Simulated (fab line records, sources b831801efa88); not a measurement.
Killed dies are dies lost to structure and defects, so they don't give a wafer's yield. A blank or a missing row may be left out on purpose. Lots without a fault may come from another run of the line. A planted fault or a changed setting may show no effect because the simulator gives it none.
Which tool did it? | flow gf180mcu | 12 lots, 36 wafers sampled, at 5 steps of a route of 602

WHAT THE GAUGES READ, wafer by wafer
GF_STI_THK_MEAS_04.
lot  | measured    | on            | STI_CVD_03_THK (nm)
L695 | day 1 18:34 | film_metro-02 | 211.4 210.6 208.9
L697 | day 2 04:35 | film_metro-02 | 206.2 206.3 207.0
L699 | day 2 14:39 | film_metro-04 | 207.3 205.1 208.0
L700 | day 2 19:34 | film_metro-04 | 207.2 206.0 205.8
L702 | day 3 08:14 | film_metro-01 | 206.4 205.3 207.7
L704 | day 3 15:34 | film_metro-01 | 204.1 202.6 202.5
L705 | day 3 20:41 | film_metro-01 | 205.1 205.2 204.7
L706 | day 4 02:35 | film_metro-02 | 210.1 209.5 207.0
L707 | day 4 10:44 | film_metro-04 | 205.7 206.9 207.2
L715 | day 5 22:34 | film_metro-02 | 223.8 222.6 221.5
L716 | day 6 04:05 | film_metro-02 | 226.5 226.4 225.7
L717 | day 6 08:34 | film_metro-02 | 210.0 208.0 208.3

GF_HV_LDD_CD_MEAS_19: target cd 400 nm.
lot  | measured     | on        | cd_nm (nm)
L695 | day 11 00:28 | cd_sem-02 | 398.2 400.5 396.6
L697 | day 11 17:50 | cd_sem-02 | 400.8 399.7 400.5
L699 | day 12 09:09 | cd_sem-02 | 399.6 400.6 402.1
L700 | day 12 12:58 | cd_sem-02 | 398.1 395.9 398.7
L702 | day 13 13:53 | cd_sem-02 | 396.7 396.9 401.7
L704 | day 14 00:58 | cd_sem-01 | 402.1 401.7 401.6
L705 | day 14 09:24 | cd_sem-01 | 400.4 397.9 400.1
L706 | day 14 14:21 | cd_sem-02 | 397.1 395.9 395.9
L707 | day 15 03:40 | cd_sem-02 | 399.1 398.6 400.6
L715 | day 17 05:01 | cd_sem-02 | 400.3 402.5 399.7
L716 | day 17 16:23 | cd_sem-01 | 400.7 402.7 399.9
L717 | day 18 01:43 | cd_sem-02 | 401.6 399.8 401.9

GF_CONTACT_OVL_MEAS_15.
lot  | measured     | on         | CONTACT_OVL (nm)
L695 | day 16 08:20 | overlay-01 | -1 -5 -4
L697 | day 17 07:58 | overlay-02 | -15 -12 -11
L699 | day 18 00:35 | overlay-02 | 1 -1 2
L700 | day 18 04:52 | overlay-01 | -2 -2 1
L702 | day 19 08:30 | overlay-01 | -9 -9 -8
L704 | day 19 21:53 | overlay-01 | 3 4 1
L705 | day 20 09:47 | overlay-01 | -5 0 -4
L706 | day 20 13:53 | overlay-02 | 9 8 8
L707 | day 21 05:26 | overlay-02 | 4 -11 -10
L715 | day 23 08:56 | overlay-01 | 5 6 8
L716 | day 23 20:29 | overlay-02 | 3 1 -2
L717 | day 24 04:32 | overlay-02 | -3 0 -13

WHICH TOOL RAN EACH LOT (tool, then ch and the chambers of the sampled wafers, then the start)
lot  | GF_STI_CVD_03              | GF_STI_ETCH_13
L695 | lpcvd-02 ch 0, day 1 16:34 | rie_diel-04 ch 0,1,2, day 2 06:19
L697 | lpcvd-02 ch 1, day 2 02:34 | rie_diel-01 ch 0,2,3, day 2 15:56
L699 | lpcvd-01 ch 1, day 2 12:40 | rie_diel-03 ch 1,2,3, day 3 03:02
L700 | lpcvd-01 ch 1, day 2 17:34 | rie_diel-01 ch 2,3, day 3 07:47
L702 | lpcvd-02 ch 0, day 3 05:14 | rie_diel-03 ch 2,3, day 3 21:10
L704 | lpcvd-01 ch 1, day 3 13:34 | rie_diel-04 ch 0,1,3, day 4 05:07
L705 | lpcvd-01 ch 1, day 3 18:41 | rie_diel-04 ch 2,3, day 4 09:38
L706 | lpcvd-02 ch 1, day 4 00:35 | rie_diel-04 ch 0,1,2, day 4 15:50
L707 | lpcvd-01 ch 1, day 4 08:45 | rie_diel-01 ch 1,2,3, day 5 00:22
L715 | lpcvd-01 ch 0, day 5 20:34 | rie_diel-04 ch 2,3, day 6 13:37
L716 | lpcvd-01 ch 1, day 6 02:04 | rie_diel-03 ch 0,1,3, day 6 19:07
L717 | lpcvd-02 ch 0, day 6 06:34 | rie_diel-03 ch 1,2,3, day 6 23:52
- GF_STI_CVD_03: deposits Si3N4 from DCS/NH3, target thk 207.16 nm, time 3551 s.
- GF_STI_ETCH_13: etches the open film in CHF3/O2, stops on Si, target depth 282.31 nm, time 112.9 s.

WHAT THE TOOLS THEMSELVES READ (means of the sampled wafers that have a number; where no wafer has one, the mark that the record gives instead)
GF_STI_CVD_03.
lot  | tool     | spike_tc_top_C (C)
L695 | lpcvd-02 | 788
L697 | lpcvd-02 | 785
L699 | lpcvd-01 | 780
L700 | lpcvd-01 | 781
L702 | lpcvd-02 | 788
L704 | lpcvd-01 | 780
L705 | lpcvd-01 | 779
L706 | lpcvd-02 | 786
L707 | lpcvd-01 | 781
L715 | lpcvd-01 | 783
L716 | lpcvd-01 | 781
L717 | lpcvd-02 | 788

GF_STI_ETCH_13.
lot  | tool        | bias_w (W) | drypump_motor_current_A (A) | oes_product_au (a.u.) | throttle_valve_pct (%)
L695 | rie_diel-04 | 200.3      | 5.6                         | 0.841                 | 8.815
L697 | rie_diel-01 | 200.1      | 6.4                         | 0.836                 | 8.810
L699 | rie_diel-03 | 199.2      | 5.9                         | 0.838                 | 8.815
L700 | rie_diel-01 | 199.8      | 6.3                         | 0.830                 | 8.813
L702 | rie_diel-03 | 200.6      | 6.3                         | 0.826                 | 8.810
L704 | rie_diel-04 | 200.0      | 5.5                         | 0.829                 | 8.815
L705 | rie_diel-04 | 199.8      | 5.7                         | 0.828                 | 8.810
L706 | rie_diel-04 | 200.1      | 5.6                         | 0.837                 | 8.815
L707 | rie_diel-01 | 199.9      | 6.4                         | 0.830                 | 8.801
L715 | rie_diel-04 | 200.0      | 5.6                         | 0.868                 | 8.828
L716 | rie_diel-03 | 200.2      | 6.2                         | 0.878                 | 8.819
L717 | rie_diel-03 | 199.5      | 5.9                         | 0.840                 | 8.816

THE ANSWER, worked out from the rows above alone
Rule: what is usual is taken from the lots themselves. Put in order of their means at a reading, lots are off if they are a third of the lots or fewer, leave a main group of 4 or more, and stand apart from it by a gap of 3 or more times the standard deviation of the main group's means; of several such gaps the widest counts. A main group whose means are all the same, to the digits that the tables above print for the reading, isn't used. A lot without any number at a reading at which 4 lots or more have one is off too. The other lots that the step has rows for count as sound. The gauges are gone through in route order, then the tools' own readings, and for those a lot's mean is taken as printed above. The first step at which some lot is off is used, and at that step the reading that is off furthest; a lot without a number counts as furthest.
Off: L715, L716, at GF_STI_THK_MEAS_04 (STI_CVD_03_THK). The main group: mean 206.9 nm, standard deviation 1.9.
A tool fits if, at a process step before that reading, it ran every lot that is off, and no sound lot after the first of them. The gauges at GF_STI_THK_MEAS_04 aren't tried: what is off there is off at GF_STI_ETCH_13 too, on other tools, and a gauge's error can't cause that. One fits: lpcvd-01 at GF_STI_CVD_03. Its last sound lot is L707 (day 4 08:45), its first lot that is off L715 (day 5 20:34): a fault that began between those two fits.

WHAT THE SIMULATOR HAD PUT IN
Process parameter drift: lpcvd-01, from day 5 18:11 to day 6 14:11, at GF_STI_CVD_03. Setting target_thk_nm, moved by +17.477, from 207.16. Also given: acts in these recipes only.
Lots struck among those shown: L715, L716. The rule above found the same.
